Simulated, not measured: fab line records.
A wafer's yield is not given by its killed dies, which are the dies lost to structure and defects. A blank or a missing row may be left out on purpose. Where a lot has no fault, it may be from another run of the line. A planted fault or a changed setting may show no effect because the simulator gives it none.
Matching of chambers -- flow gf180mcu -- 4 sister chambers for GF_V1_CMP_26 on cmp-02
The step polishes, stops on SiO2, t overpolish 15 s, target thk 0 nm. 14 wafers are shown with their chamber, then 7 later ones without.

== WAFERS WITH THEIR CHAMBER ==
wafer,chamber,motor_current_A (A),time_to_endpoint_s (s),overpolish_run_s (s)
L532.2,3,8.8,79,14.992
L532.3,2,10.3,85,15.000
L532.6,0,11.0,81,15.006
L538.2,0,10.4,85,15.014
L538.3,2,9.6,87,14.992
L538.5,2,9.9,88,15.002
L539.3,1,10.3,88,14.987
L539.4,3,9.2,77,15.026
L539.6,2,9.5,83,15.006
L549.3,3,9.1,76,15.008
L549.4,2,10.0,83,15.013
L549.6,0,10.4,79,15.022
L550.1,0,11.0,91,14.998
L550.3,1,10.6,93,14.991

SIGNATURES, as means of the wafers listed above
reading,chamber 0,chamber 1,chamber 2,chamber 3,scatter within a chamber
motor_current_A,10.700,10.450,9.860,9.033,0.301
time_to_endpoint_s,84.00,90.50,85.20,77.33,3.49
overpolish_run_s,15.01000,14.98900,15.00260,15.00867,0.0107
Rule: a wafer's distance from a chamber is the root of the sum, over the readings, of the square of ((its reading less the chamber's mean) divided by the reading's scatter). If the next closest chamber is less than 2 further off than the closest, the wafer can't be placed; otherwise it belongs to the closest. The scatter: take each reading less its chamber's mean, square it, sum over the shown wafers, divide by the number of wafers less the number of chambers, and take the root.

== WAFERS WITH NO CHAMBER GIVEN ==
wafer,motor_current_A (A),time_to_endpoint_s (s),overpolish_run_s (s)
L550.4,9.6,91,15.000
L551.2,10.8,84,15.013
L551.5,9.9,79,15.004
L551.6,10.1,86,14.998
L552.2,10.4,85,15.006
L552.4,11.0,87,15.002
L552.5,10.6,85,15.017

== EACH ONE'S CHAMBER ==
wafer,from the rows above,in truth
L550.4,can't be placed: 2 or 1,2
L551.2,0,0
L551.5,can't be placed: 2 or 3 or 0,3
L551.6,can't be placed: 2 or 1 or 0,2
L552.2,can't be placed: 0 or 2 or 1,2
L552.4,can't be placed: 0 or 1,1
L552.5,0,0
2 of 7 placed correctly. From these rows, 5 cannot be placed; in 5 the true chamber is one of the candidates. Placed wrongly: 0.
